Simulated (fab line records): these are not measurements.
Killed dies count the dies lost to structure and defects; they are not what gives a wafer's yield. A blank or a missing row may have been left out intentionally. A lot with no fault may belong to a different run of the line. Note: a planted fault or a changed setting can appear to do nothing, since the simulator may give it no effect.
fab line records | flow sky130 | part 2 of 2: steps 27 to 35 of 35
record: lots: 5 wafers: 15 last_day: 50
route steps=708 shown VIA3@589 METAL4@598 CAP2M@603
lots untouched by any fault: they come from a run of this same line in which no faults occurred
start_h: hours from the record's first day to the start of the lot's first wafer shown | wait_h: hours since the lot's step before | " repeats the value in the row above | L1.1+2: one row covering several wafers at once | - no value, or no start was given | * or withheld: withheld | < > ~ a bound
route shown NAME@n: NAME is a module with steps in the file, n the number in the route of the first one | usual: mean/standard deviation of fault-free wafers | same: alike in all rows | chamber/n: place in a boat | sites: each site's reading | _std_site: the standard deviation of these | _edge_site: the outer-site mean with the inner-site mean subtracted | radius_mm: how far each site lies from the wafer's centre | mask NAME#n: copy n | behind: the tool/chamber that last shaped the wafer | hold: the reason the lot was held/the length of the hold in hours/how it ended | device: which transistor (n, p or np) failed to switch | end of line: the route-end tests of the same wafers | step lacking rows: just its recipe | killed: the dies lost at the first sort to structure and to defects; this is not the yield of the wafer | map: a wafer's dies, x killed, . not, _ none there
set.NAME: the setting that was run; set.NAME@STEP: the one run at that earlier step | model.NAME: the simulator's own value behind a step, which no gauge read
lots seen at some steps along the route; tables by step, rows by wafer
services: a tool's chamber out of use, with start hour (start_h, from the record's first day; less than 0 if before it), hours out, and reason
== steps ==
step: SKY_CAP2M_OVL_MEAS_12
usual: CAP2M_OVL: 0.2/1.4
columns lot.wafer tool chamber start_h wait_h CAP2M_OVL[nm]
L076.2 overlay-02 - 963.98 0.1 -0.3
L076.3 " - " " -2.5
L076.4 " - " " -0.3
L079.1 overlay-01 - 981.20 0.1 -0.5
L079.3 " - " " -1.5
L079.5 " - " " -2.5
L083.4 overlay-02 - 1024.45 0.1 0.9
L083.5 " - " " 0.6
L083.6 " - " " 1.3
L085.3 overlay-01 - 1031.72 0.1 2.4
L085.5 " - " " 0.5
L085.6 " - " " 0.7
L091.2 overlay-02 - 1096.56 0.1 -1.6
L091.5 " - " " -2.0
L091.6 " - " " -1.3
step: SKY_CAP2M_METAL_ETCH_13
recipe: target_depth_nm: 220 stop_on: SiO2 chemistry: Cl2/BCl3 target: TiN pressure_mtorr: 10 icp_w: 900 bias_w: 48.5 Cl2_flow_sccm: 60 bcl3_flow_sccm: 30 time_s: 62.9
usual: bias_w: 48.51/0.16 chamber_pressure_mTorr: 10.000/0.0092 drypump_motor_current_A: 5.4/0.39 oes_product_au: 0.918/0.0074 throttle_valve_pct: 21.916/0.0091
columns lot.wafer tool chamber start_h wait_h bias_w chamber_pressure_mTorr drypump_motor_current_A oes_product_au rf_hours_counter_h throttle_valve_pct
L076.2 rie_metal-01 0 964.01 0.0 48.45 10.021 4.7 0.917 12 21.910
L076.3 " 0 " " 48.41 9.997 4.7 0.917 - 21.916
L076.4 " 1 " " 48.52 9.998 5.3 0.918 - 21.914
L079.1 rie_metal-02 1 981.24 0.0 48.55 9.999 5.4 0.930 10 21.918
L079.3 " 0 " " 48.69 10.012 5.6 0.924 - 21.929
L079.5 " 0 " " 48.46 9.995 5.5 0.914 - 21.906
L083.4 rie_metal-03 1 1024.49 0.0 48.11 9.996 6.0 0.923 - 21.909
L083.5 " 0 " " 48.53 10.014 5.7 0.904 - 21.906
L083.6 " 1 " " 48.47 10.000 6.0 0.918 - 21.911
L085.3 rie_metal-02 1 1031.77 0.0 48.24 9.994 5.4 0.910 - 21.923
L085.5 " 1 " " 48.16 9.998 5.4 0.908 - 21.908
L085.6 " 0 " " 48.62 10.000 5.5 0.910 - 21.918
L091.2 rie_metal-01 0 1096.59 0.0 48.48 10.009 4.7 0.916 21 21.927
L091.5 " 0 " " 48.66 9.999 4.7 0.914 - 21.922
L091.6 " 1 " " 48.30 10.009 5.3 0.917 - 21.916
step: SKY_CAP2M_STRIP_14
recipe: chemistry: O2/N2 power_w: 1400 pressure_mtorr: 1500 platen_temp_c: withheld o2_flow_sccm: 3000 n2_flow_sccm: 300 overash_fraction: 0.5
usual: chamber_pressure_mTorr: 1499.8/1.2 drypump_motor_current_A: 5.5/0.4 oes_product_au: 0.710/0.005 strip_time_to_endpoint_s: 12.67/0.042
columns lot.wafer tool chamber start_h wait_h chamber_pressure_mTorr drypump_motor_current_A oes_product_au rf_hours_counter_h strip_time_to_endpoint_s
L076.2 plasma_asher-02 0 964.09 0.1 1497.8 5.4 0.708 85 12.64
L076.3 " 0 " " 1498.9 5.4 0.710 - 12.69
L076.4 " 1 " " 1499.3 5.2 0.708 - 12.67
L079.1 plasma_asher-04 0 981.34 0.1 1498.4 5.8 0.709 54 12.71
L079.3 " 1 " " 1501.9 6.1 0.702 - 12.71
L079.5 " 0 " " 1499.2 5.8 0.711 - 12.66
L083.4 plasma_asher-01 1 1024.57 0.1 1500.0 4.9 0.716 - 12.70
L083.5 " 0 " " 1500.7 5.6 0.709 - 12.65
L083.6 " 1 " " 1496.4 4.9 0.714 - 12.68
L085.3 plasma_asher-04 0 1031.85 0.1 1499.6 5.8 0.703 - 12.68
L085.5 " 0 " " 1500.4 5.8 0.714 - 12.71
L085.6 " 1 " " 1500.5 6.1 0.705 - 12.69
L091.2 plasma_asher-04 0 1096.67 0.1 1499.9 5.8 0.711 66 12.66
L091.5 " 0 " " 1497.7 5.9 0.706 - 12.65
L091.6 " 1 " " 1497.8 6.1 0.708 - 12.64
step: SKY_CAP2M_STRIP_15
recipe: chemistry: post_etch_residue_remover time_s: 1200 temp_c: 72.5
columns lot.wafer tool chamber start_h wait_h
L076.2+3+4 wet_bench-01 0 964.25 0.1
L079.1+3+5 wet_bench-04 2 981.44 0.1
L083.4+5+6 wet_bench-01 1 1024.64 0.0
L085.3+5+6 wet_bench-01 1 1031.92 0.0
L091.2+5+6 wet_bench-01 2 1096.77 0.1
step: SKY_CAP2M_CLEAN_16
recipe: chemistry: IPA time_s: 180 temp_c: 25
columns lot.wafer tool chamber start_h wait_h
L076.2+3+4 wet_bench-03 1 964.62 0.0
L079.1+3+5 wet_bench-03 3 981.78 0.0
L083.4+5+6 wet_bench-03 2 1025.05 0.0
L085.3+5+6 wet_bench-01 0 1032.26 0.0
L091.2+5+6 wet_bench-03 3 1097.11 0.0
step: SKY_CAP2M_CLEAN_17
recipe: chemistry: O3/DIW dry: n2_spin
columns lot.wafer tool chamber start_h wait_h
L076.2+3+4 wet_bench-01 0 964.74 0.0
L079.1+3+5 wet_bench-01 3 981.84 0.0
L083.4+5+6 wet_bench-01 1 1025.11 0.0
L085.3+5+6 wet_bench-01 3 1032.32 0.0
L091.2+5+6 wet_bench-01 1 1097.18 0.0
step: SKY_METAL4_DEHYDRATE_05
recipe: temp_c: 200 time_s: 60
usual: exhaust_pa: 45.0/0.83 heater_power_total_W: 160.39/0.13
columns lot.wafer tool chamber start_h wait_h exhaust_pa heater_power_total_W
L076.2 litho_track-03 0 975.98 11.1 45.7 160.32
L076.3 " 0 " " 44.5 160.44
L076.4 " 0 " " 45.5 160.43
L079.1 litho_track-01 0 992.80 10.9 46.1 160.29
L079.3 " 0 " " 46.3 160.50
L079.5 " 0 " " 45.6 160.30
L083.4 litho_track-04 0 1036.28 11.1 43.7 160.40
L083.5 " 0 " " 44.1 160.26
L083.6 " 0 " " 44.9 160.36
L085.3 litho_track-01 0 1042.95 10.5 45.1 160.46
L085.5 " 0 " " 44.9 160.36
L085.6 " 0 " " 45.6 160.54
L091.2 litho_track-04 0 1106.38 9.1 44.7 160.30
L091.5 " 0 " " 43.1 160.59
L091.6 " 0 " " 45.3 160.26
step: SKY_METAL4_HMDS_06
recipe: prime_time_s: 60 prime_temp_c: 120
usual: exhaust_pa: 45.0/0.78
columns lot.wafer tool chamber start_h wait_h exhaust_pa
L076.2 litho_track-03 0 976.13 0.1 43.9
L076.3 " 0 " " 43.6
L076.4 " 0 " " 43.8
L079.1 litho_track-01 0 992.95 0.1 44.0
L079.3 " 0 " " 44.3
L079.5 " 0 " " 44.8
L083.4 litho_track-04 0 1036.43 0.1 45.6
L083.5 " 0 " " 45.1
L083.6 " 0 " " 45.0
L085.3 litho_track-01 0 1043.10 0.1 45.6
L085.5 " 0 " " 43.6
L085.6 " 0 " " 45.6
L091.2 litho_track-04 0 1106.53 0.1 44.3
L091.5 " 0 " " 44.4
L091.6 " 0 " " 44.8
step: SKY_METAL4_COAT_07
recipe: resist: BARC temp_c: withheld time_s: withheld spin_rpm: 3000 resist_thk_nm: 60
usual: exhaust_pa: 45.0/0.8
columns lot.wafer tool chamber start_h wait_h exhaust_pa
L076.2 litho_track-03 0 976.28 0.1 43.7
L076.3 " 0 " " 44.3
L076.4 " 0 " " 43.8
L079.1 litho_track-01 0 993.10 0.1 44.5
L079.3 " 0 " " 44.8
L079.5 " 0 " " 45.0
L083.4 litho_track-04 0 1036.58 0.1 45.4
L083.5 " 0 " " 45.9
L083.6 " 0 " " 45.5
L085.3 litho_track-01 0 1043.25 0.1 45.8
L085.5 " 0 " " 44.4
L085.6 " 0 " " 44.3
L091.2 litho_track-04 0 1106.68 0.1 44.4
L091.5 " 0 " " 45.0
L091.6 " 0 " " 45.4
== services ==
columns tool chamber start_h hours kind
cvd_w-01 0 917.89 2.3 repair
wet_bench-01 - 918.19 6.9 repair
pvd_sputter-01 - 919.96 1.9 repair
cmp-02 - 929.78 1.1 repair
pvd_sputter-04 - 930.91 3.5 repair
pvd_sputter-04 - 941.33 2.2 repair
pvd_sputter-04 - 946.90 5.9 repair
rie_metal-02 - 948.85 1.1 repair
cmp-01 - 950.98 5.6 repair
cmp-02 - 951.52 1.5 repair
cmp-01 - 958.30 6.8 pm
plasma_asher-04 - 963.20 14.6 pm
cvd_w-01 0 974.60 2.9 repair
pvd_sputter-02 - 1003.35 1.8 repair
cvd_w-02 1 1003.52 10.5 repair
cmp-01 - 1028.42 0.9 repair
cmp-01 - 1037.75 8.1 pm
cvd_w-01 - 1053.05 1.6 repair
plasma_asher-03 - 1058.10 1.0 repair
pvd_sputter-01 - 1064.74 0.5 repair
cmp-02 - 1066.19 2.4 repair
pvd_sputter-01 - 1071.49 4.3 repair
pecvd-02 - 1076.88 2.8 repair
cmp-02 - 1089.95 4.0 pm
